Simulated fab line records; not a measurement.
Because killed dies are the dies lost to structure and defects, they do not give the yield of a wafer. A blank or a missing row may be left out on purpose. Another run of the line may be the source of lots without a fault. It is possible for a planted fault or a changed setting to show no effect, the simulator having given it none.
Struck lot and sound lot, side by side || flow sky130 || 16 out of 708 route steps
Sound: the wafers L935.4, L935.5, L935.6. Struck: wafers L946.2, L946.5, L946.6. At the end, the cause is stated.
Order at every step that has rows: each side's tool, ch and its chambers, its first start. Under that, the readings that differ: sound wafers || struck wafers || difference of the means || sigmas: that difference in standard deviations of wafers without a fault.
alike: same words and numbers on both sides, and readings whose means sit less than 2 such deviations apart. not compared: any withheld reading, any reading some wafer has no value for, any bound like >300 that may hide the same value, and any number with overlapping values for which the record gives no deviation.
The two part at a step that has a row with sigmas, a row that says differs or no value, or rows on one side only. Non-overlapping numbers with no deviation appear without sigmas and do not part them. A reading missing from all wafers of one side parts the sides only when that side holds two or more wafers.

first, 4 steps without rows for these wafers: SKY_LDD_N_IMPLANT_12; SKY_LDD_N_IMPLANT_13; SKY_LDD_N_IMPLANT_14; SKY_LDD_N_IMPLANT_15.
SKY_LDD_N_STRIP_16: strips in O2/N2.
  sound on plasma_asher-01 ch 0,1, day 21 05:26; struck on plasma_asher-04 ch 0,1, day 24 23:21
{"reading": "strip_time_to_endpoint_s (s)", "sound": "4.340 4.335 4.319", "struck": "4.297 4.290 4.284", "difference": -0.041, "sigmas": -3}
  alike: drypump_motor_current_A, oes_product_au
  not compared: rf_hours_counter_h
SKY_LDD_N_TW_MEAS_17:
  sound: film_metro-04 at day 21 05:32; struck: film_metro-03 at day 24 23:28
  alike: LDD_N_TW
then, 6 steps without rows for these wafers: SKY_LDD_P_DEHYDRATE_00 (time 60 s); SKY_LDD_P_HMDS_01 (prime time 60 s); SKY_LDD_P_COAT_02 (resist thk 1140 nm); SKY_LDD_P_SOFTBAKE_03 (time 60 s); SKY_LDD_P_EXPOSE_04 (exposes mask PSDM, target cd 380 nm); SKY_LDD_P_PEB_05.
SKY_LDD_P_DEVELOP_06: develop time 60 s.
  sound on litho_track-03 ch 0, day 22 12:04; struck on litho_track-03 ch 0, day 26 04:19
SKY_LDD_P_CD_MEAS_07: the cd target is 380 nm.
  sound: cd_sem-02 at day 22 12:11; struck: cd_sem-02 at day 26 04:27
{"reading": "cd_nm (nm)", "sound": "381.0 381.9 381.0", "struck": "392.6 394.4 390.2", "difference": "+11.1", "sigmas": "+5"}
SKY_LDD_P_OVL_MEAS_08:
  sound: overlay-01 at day 22 12:16; struck: overlay-01 at day 26 04:34
{"reading": "LDD_P_OVL (nm)", "sound": "1.6 1.3 1.2", "struck": "-0.4 -2.4 -1.9", "difference": -2.9, "sigmas": -2}
-- record jumps: 24 days separate the struck wafers' starts on either side; left off in module LDD_P, taken up again in module PAD_OPEN, whose first shown step is the route's number 708 --
SKY_PAD_OPEN_PROBE_99:
  sound: prober-01 at day 48 04:24; struck: prober-02 at day 50 08:56
  alike: killed_at_M0_to_M3, killed_at_M4_up, killed_at_contacts, killed_at_front_end, killed_at_other, killed_dies, killed_open, killed_short

WHERE THEY PART
First at SKY_LDD_N_STRIP_16; last, within this record, at SKY_LDD_P_OVL_MEAS_08. Later steps at which nothing parts them and some readings are alike: SKY_PAD_OPEN_PROBE_99.

WHY: what had been put in by the simulator
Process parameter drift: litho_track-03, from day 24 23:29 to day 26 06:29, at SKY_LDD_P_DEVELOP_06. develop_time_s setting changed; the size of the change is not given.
